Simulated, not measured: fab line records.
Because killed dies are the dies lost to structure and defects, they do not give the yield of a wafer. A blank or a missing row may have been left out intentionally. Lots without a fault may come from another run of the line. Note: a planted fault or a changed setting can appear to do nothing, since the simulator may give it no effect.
Which tool did it?    flow gf180mcu    Sampling: 15 lots, 42 wafers, 5 of 602 route steps

== WHAT THE GAUGES SHOWED, per wafer ==
GF_DNWELL_TW_MEAS_09.
lot   measured     on             DNWELL_TW
L891  day 3 00:16  film metro-04  1374 1372 1377
L892  day 3 07:21  film metro-04  1373 1370 1365
L893  day 3 10:58  film metro-01  1363 1360 1360
L894  day 3 16:49  film metro-04  1385 1372 1375
L896  day 4 02:14  film metro-02  1343 1338 1341
L897  day 4 07:06  film metro-04  1383 1384 1373
L902  day 5 13:40  film metro-01  1348 1344
L901  day 5 13:43  film metro-01  1361 1360
L903  day 5 21:12  film metro-02  1350 1345
L906  day 6 09:30  film metro-04  1379 1376 1385
L909  day 6 23:04  film metro-01  1340 1349 1349
L910  day 7 06:42  film metro-02  1354 1368 1359
L911  day 7 11:09  film metro-01  1342 1349 1343
L912  day 7 17:40  film metro-01  1342 1350 1345
L913  day 7 21:56  film metro-02  1359 1367 1360

GF_MVPSD_OVL_MEAS_07.
lot   measured      on          MVPSD_OVL (nm)
L891  day 5 04:06   overlay-02  1.2 0.5 0.3
L892  day 5 12:58   overlay-01  0.6 0.3 1.6
L893  day 5 17:22   overlay-01  2.2 1.3 0.7
L894  day 5 23:32   overlay-02  0.7 0.5 0.4
L896  day 6 10:17   overlay-01  3.0 1.9 1.4
L897  day 6 15:20   overlay-01  0.7 0.3 -0.8
L902  day 8 04:13   overlay-01  1.8 0.2
L901  day 8 04:34   overlay-01  -0.9 0.0
L903  day 8 13:19   overlay-01  0.2 -0.4
L906  day 9 01:23   overlay-01  -1.2 -1.4 -0.4
L909  day 9 17:03   overlay-02  3.4 2.5 3.1
L910  day 10 02:28  overlay-02  1.5 0.8 -0.3
L911  day 10 06:31  overlay-01  1.5 -0.2 -0.6
L912  day 10 14:17  overlay-01  1.9 1.8 1.9
L913  day 10 20:47  overlay-01  2.4 3.0 2.4

GF_VT_IMPLANT_TW_MEAS_43.
lot   measured      on             VT_IMPLANT_4_TW
L891  day 7 16:19   film metro-02  691 692 692
L892  day 8 02:15   film metro-03  688 695 692
L893  day 8 07:57   film metro-02  693 696 697
L894  day 8 14:40   film metro-02  696 691 691
L896  day 9 02:58   film metro-03  695 699 699
L897  day 9 08:20   film metro-02  691 695 690
L902  day 11 02:05  film metro-02  671 694
L901  day 11 03:20  film metro-03  672 694
L903  day 11 12:23  film metro-03  676 695
L906  day 12 03:19  film metro-01  690 690 687
L909  day 12 19:34  film metro-03  695 696 698
L910  day 13 05:57  film metro-03  698 696 696
L911  day 13 11:21  film metro-01  683 685 686
L912  day 13 20:55  film metro-03  695 696 694
L913  day 14 03:01  film metro-01  683 685 686

GF_HV_LDD_OVL_MEAS_47.
lot   measured      on          HV_LDD_03_OVL (nm)
L891  day 12 08:22  overlay-01  -1.6 -3.3 -1.9
L892  day 12 22:46  overlay-02  0.5 1.2 0.4
L893  day 13 10:25  overlay-01  0.9 -0.1 2.2
L894  day 13 14:33  overlay-01  0.0 -1.3 -2.2
L896  day 14 10:03  overlay-02  -0.6 -1.7 -3.0
L897  day 14 17:22  overlay-02  -1.0 -1.0 -2.9
L902  day 16 14:35  overlay-02  0.5 1.1
L901  day 16 20:58  overlay-02  1.9 0.1
L903  day 17 04:52  overlay-02  3.3 1.5
L906  day 17 19:41  overlay-02  -0.2 -0.3 -0.5
L909  day 18 18:20  overlay-01  -1.3 -0.7 0.0
L910  day 19 04:19  overlay-02  1.5 1.0 -0.6
L911  day 19 16:17  overlay-02  1.8 -0.4 0.6
L912  day 20 00:10  overlay-02  -0.8 -0.5 -1.0
L913  day 20 05:54  overlay-02  0.5 1.3 -0.5

== TOOL THAT RAN EACH LOT (tool first, then ch and the chambers of the sampled wafers, then the start) ==
lot   GF_VT_IMPLANT_IMPLANT_41
L891  implanter-04 ch 0, day 7 16:04
L892  implanter-04 ch 0, day 8 02:00
L893  implanter-03 ch 0, day 8 07:42
L894  implanter-03 ch 0, day 8 14:26
L896  implanter-04 ch 0, day 9 02:45
L897  implanter-02 ch 0, day 9 08:08
L902  implanter-03 ch 0, day 11 01:53
L901  implanter-03 ch 0, day 11 03:08
L903  implanter-03 ch 0, day 11 12:11
L906  implanter-02 ch 0, day 12 03:05
L909  implanter-02 ch 0, day 12 19:19
L910  implanter-02 ch 0, day 13 05:42
L911  implanter-04 ch 0, day 13 11:06
L912  implanter-04 ch 0, day 13 20:41
L913  implanter-04 ch 0, day 14 02:48
- GF_VT_IMPLANT_IMPLANT_41

== WHAT THE TOOLS THEMSELVES READ (means of the sampled wafers that have a number; where no wafer has one, the mark that the record gives instead) ==
The record holds no such reading with a usual standard deviation.

== THE ANSWER, worked out from the rows above alone ==
Rule: the lots themselves supply what counts as usual. The widest of any qualifying gaps counts: lots, ordered by their means at a reading, are off when they make up no more than a third of the lots, leave a main group of 4 or more, and stand apart from it by 3 or more times the standard deviation of that group's means. The tables above print the reading to a certain number of digits; a main group whose means all agree to those digits is not used. A lot without any number at a reading at which 4 lots or more have one is off too. All remaining lots with rows at the step are treated as sound. Order of review: gauges by route order, followed by the tools' own readings, for which a lot's mean as printed above is used. At the first step where some lot is off, the reading lying furthest off is the one used; lots without a number count as furthest.
No lot is off at any reading shown: from this, nothing can be told.

== WHAT HAD BEEN PUT IN BY THE SIMULATOR ==
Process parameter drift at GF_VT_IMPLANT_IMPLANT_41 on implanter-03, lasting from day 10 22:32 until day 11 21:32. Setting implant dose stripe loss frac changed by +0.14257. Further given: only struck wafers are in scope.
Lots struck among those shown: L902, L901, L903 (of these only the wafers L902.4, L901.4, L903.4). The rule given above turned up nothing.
